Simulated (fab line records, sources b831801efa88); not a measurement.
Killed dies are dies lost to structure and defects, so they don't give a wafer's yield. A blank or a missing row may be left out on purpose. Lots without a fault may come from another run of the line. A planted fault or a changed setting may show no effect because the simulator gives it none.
A struck lot beside a sound one | flow sky130 | 15 steps out of a route of 708
Sound: wafers L218.3, L218.5, L218.6. Struck: wafers L217.1, L217.3, L217.6. The cause comes at the end.
At each step with rows: each side's tool, then ch and its chambers, then its first start. Under that, the readings that differ: sound wafers | struck wafers | difference of the means | sigmas: that difference in standard deviations of wafers without a fault.
alike: readings whose means differ by less than 2 such deviations, and words and numbers that are the same on both sides. not compared: withheld readings, readings that some wafer has no value for, bounds like >300 that may hide the same value, and numbers for which the record gives no deviation and whose values overlap.
The two part at a step that has a row with sigmas, a row that says differs or no value, or rows on one side only. Numbers that don't overlap but have no deviation are shown without sigmas and don't part them. A reading that every wafer of one side lacks parts them only if that side has two wafers or more.

SKY_NWELL_OVL_MEAS_10:
  sound on overlay-02, day 7 22:55; struck on overlay-01, day 7 17:14
  alike: NWELL_00_OVL
then, 3 steps without rows for these wafers: SKY_NWELL_IMPLANT_11; SKY_NWELL_IMPLANT_12; SKY_NWELL_IMPLANT_13.
SKY_NWELL_STRIP_14: strips in O2/N2.
  sound on plasma_asher-02 ch 0,1, day 7 23:26; struck on plasma_asher-01 ch 0,1, day 7 17:43
  reading                      | sound             | struck            | difference | sigmas
  strip_time_to_endpoint_s (s) | 37.00 36.94 36.97 | 37.18 37.09 37.25 | +0.20      | +2
  alike: drypump_motor_current_A, o2_flow_sccm, oes_product_au
  not compared: rf_hours_counter_h
SKY_NWELL_TW_MEAS_15:
  sound on film_metro-01, day 7 23:31; struck on film_metro-01, day 7 17:49
  alike: NWELL_TW
then, 6 steps without rows for these wafers: SKY_NWELL_DEHYDRATE_16 (time 60 s); SKY_NWELL_HMDS_17 (prime time 60 s); SKY_NWELL_COAT_18 (resist thk 3000 nm); SKY_NWELL_SOFTBAKE_19; SKY_NWELL_EXPOSE_20 (exposes mask NWM COMPLEMENT, target cd 840 nm); SKY_NWELL_PEB_21.
SKY_NWELL_DEVELOP_22: develop time 60 s.
  sound on litho_track-04 ch 0, day 8 20:00; struck on litho_track-03 ch 0, day 8 14:00
SKY_NWELL_OVL_MEAS_23:
  sound on overlay-01, day 8 20:37; struck on overlay-01, day 8 14:25
  reading           | sound       | struck | difference                    | sigmas
  NWELL_01_OVL (nm) | 2.0 2.2 2.2 | - - -  | no value on the struck wafers |
then, 1 step without rows for these wafers: SKY_NWELL_IMPLANT_24.

WHERE THEY PART
First at SKY_NWELL_STRIP_14; last, within this record, at SKY_NWELL_OVL_MEAS_23.

WHY: what the simulator had put in
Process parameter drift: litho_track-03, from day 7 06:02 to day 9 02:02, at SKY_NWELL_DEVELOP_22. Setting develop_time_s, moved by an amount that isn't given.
